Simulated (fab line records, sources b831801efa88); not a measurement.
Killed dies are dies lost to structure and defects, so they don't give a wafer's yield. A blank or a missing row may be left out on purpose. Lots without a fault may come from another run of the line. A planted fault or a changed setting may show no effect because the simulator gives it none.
A struck lot beside a sound one | flow gf180mcu | 18 steps out of a route of 602
Sound: wafers L336.1, L336.2, L336.3. Struck: wafers L353.3, L353.4, L353.5. The cause comes at the end.
At each step with rows: each side's tool, then ch and its chambers, then its first start. Under that, the readings that differ: sound wafers | struck wafers | difference of the means | sigmas: that difference in standard deviations of wafers without a fault.
alike: readings whose means differ by less than 2 such deviations, and words and numbers that are the same on both sides. not compared: withheld readings, readings that some wafer has no value for, bounds like >300 that may hide the same value, and numbers for which the record gives no deviation and whose values overlap.
The two part at a step that has a row with sigmas, a row that says differs or no value, or rows on one side only. Numbers that don't overlap but have no deviation are shown without sigmas and don't part them. A reading that every wafer of one side lacks parts them only if that side has two wafers or more.

first, 2 steps without rows for these wafers: GF_CONTACT_PEB_12 (peb time 90 s); GF_CONTACT_DEVELOP_13 (develop time 60 s).
GF_CONTACT_CD_MEAS_14: target cd 220 nm.
  sound on cd_sem-01, day 16 03:07; struck on cd_sem-02, day 22 07:20
  alike: cd_nm
GF_CONTACT_OVL_MEAS_15:
  sound on overlay-01, day 16 03:14; struck on overlay-01, day 22 07:26
  alike: CONTACT_OVL
then, 1 step without rows for these wafers: GF_CONTACT_ETCH_16 (etches BARC in N2/H2).
GF_CONTACT_ETCH_17: etches SiO2 in C4F8/O2/Ar, stops on CoSi2, target depth 860 nm.
  sound on rie_diel-01 ch 1,2,3; struck on rie_diel-02 ch 0,3
  alike: oes_product_au
GF_CONTACT_STRIP_18: strips in O2/N2.
  sound on plasma_asher-02 ch 0,1, day 16 03:26; struck on plasma_asher-01 ch 0,1, day 22 07:40
  alike: drypump_motor_current_A, heater_power_w, o2_flow_sccm, oes_product_au
  not compared: rf_hours_counter_h
then, 3 steps without rows for these wafers: GF_CONTACT_CLEAN_19 (cleans in SPM); GF_CONTACT_CLEAN_20 (cleans in DIW); GF_CONTACT_CLEAN_21 (cleans in dHF, time 20 s).
GF_CONTACT_SPUTTER_22: material Ti, target thk 15 nm, time 80.02 s.
  sound on pvd_sputter-03, day 16 03:44; struck on pvd_sputter-04, day 22 07:56
  alike: throttle_valve_pct
GF_CONTACT_SPUTTER_23: material TiN, target thk 10 nm, time 40 s.
  sound on pvd_sputter-03, day 16 03:47; struck on pvd_sputter-04, day 22 07:59
  alike: throttle_valve_pct
GF_CONTACT_CVD_24: deposits W, target thk 300 nm, time 90.339 s.
  sound on cvd_w-01 ch 0,1, day 16 03:50; struck on cvd_w-01 ch 0,1, day 22 08:04
  reading                               | sound                | struck               | difference | sigmas
  heater_power_outer_w (W)              | 540 534 541          | 630 662 643          | +107       | +4
  heater_power_w (W)                    | 827 901 838          | 1050 972 953         | +136       | +4
  susceptor_temp_C (C)                  | 400.19 399.94 399.97 | 424.97 425.58 425.66 | +25.37     | +99 or more
  model.W_of_CONTACT_CVD_24.thk_nm (nm) | 301.6 301.3 300.1    | 469.1 465.4 463.8    | +165.1     |
  alike: chamber_pressure_Torr
GF_CONTACT_RS_MEAS_25: measures by four-point-probe.
  sound on film_metro-03, day 16 03:56; struck on film_metro-02, day 22 08:10
  reading               | sound             | struck            | difference | sigmas
  CONTACT_W_RS (ohm/sq) | 0.381 0.382 0.383 | 0.244 0.245 0.246 | -0.137     | -31
GF_CONTACT_THK_MEAS_26: measures by xrf.
  sound on film_metro-03, day 16 04:03; struck on film_metro-02, day 22 08:16
  reading            | sound       | struck      | difference | sigmas
  CONTACT_W_THK (nm) | 302 302 300 | 464 462 462 | +161       | +41
GF_CONTACT_CMP_27: polishes, stops on SiO2, t overpolish 15 s, target thk 0 nm.
  sound on cmp-01 ch 1,2,3, day 16 04:07; struck on cmp-02 ch 1,3, day 22 08:19
  reading                | sound    | struck      | difference | sigmas
  time_to_endpoint_s (s) | 73 73 78 | 120 115 115 | +42        | +12
  alike: edge_zone_pressure_frac, motor_current_A
GF_M1_SPUTTER_00: material Ti, target thk 37.5 nm, time 150 s.
  sound on pvd_sputter-02, day 16 04:25; struck on pvd_sputter-01, day 22 08:37
  alike: throttle_valve_pct
GF_PASSIVATION_PROBE_99:
  the record has rows for the sound wafers here (prober-02, day 29 02:22) and none for the struck ones

WHERE THEY PART
First at GF_CONTACT_CVD_24; last, within this record, at GF_PASSIVATION_PROBE_99.

WHY: what the simulator had put in
Process parameter drift: cvd_w-01, from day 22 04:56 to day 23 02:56, at GF_CONTACT_CVD_24. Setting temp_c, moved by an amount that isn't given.
